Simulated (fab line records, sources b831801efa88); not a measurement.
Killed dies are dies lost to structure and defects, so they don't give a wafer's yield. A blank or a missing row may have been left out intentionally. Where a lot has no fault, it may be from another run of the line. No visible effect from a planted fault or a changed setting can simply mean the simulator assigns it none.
Chamber matching / flow sky130 / 3 sister chambers for SKY_VIA2_HDPCVD_00 on hdpcvd-02
The step deposits SiO2, target thk 1180 nm, time 196.7 s. 6 wafers are shown with their chamber, then 7 later ones without.

## WAFERS PAIRED WITH THEIR CHAMBERS
wafer=L529.3; chamber=1; run length s (s)=223.8
wafer=L529.6; chamber=0; run length s (s)=224.0
wafer=L542.4; chamber=2; run length s (s)=224.0
wafer=L542.5; chamber=1; run length s (s)=223.7
wafer=L543.3; chamber=2; run length s (s)=224.2
wafer=L543.4; chamber=0; run length s (s)=223.8

## WAFERS MISSING THEIR CHAMBER
wafer=L543.6; run length s (s)=223.6
wafer=L544.4; run length s (s)=224.2
wafer=L544.5; run length s (s)=224.5
wafer=L544.6; run length s (s)=223.8
wafer=L545.2; run length s (s)=223.8
wafer=L545.3; run length s (s)=223.6
wafer=L545.4; run length s (s)=224.1

## WHICH CHAMBER EACH WENT THROUGH
wafer=L543.6; from the rows above=can't be placed: 1 or 0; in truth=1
wafer=L544.4; from the rows above=can't be placed: 2 or 0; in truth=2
wafer=L544.5; from the rows above=can't be placed: 2 or 0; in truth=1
wafer=L544.6; from the rows above=can't be placed: 1 or 0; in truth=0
wafer=L545.2; from the rows above=can't be placed: 1 or 0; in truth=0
wafer=L545.3; from the rows above=can't be placed: 1 or 0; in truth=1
wafer=L545.4; from the rows above=can't be placed: 2 or 0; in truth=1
Placed correctly: 0 of 7. Can't be placed from these rows: 7 (the true chamber is among the candidates in 5). Wrongly placed: 0.
How it was worked out, from the rows above alone: a wafer's distance from a chamber is the root of the sum, over the readings, of the square of ((its reading less the chamber's mean) divided by the reading's scatter). The wafer belongs to the nearest chamber; if the next one is less than 2 further off, it can't be placed. For every chamber, the mean is computed from those of its wafers that are shown. The scatter: the root of (the sum of the squares of (reading less its chamber's mean) over the shown wafers, divided by (wafers less chambers)).
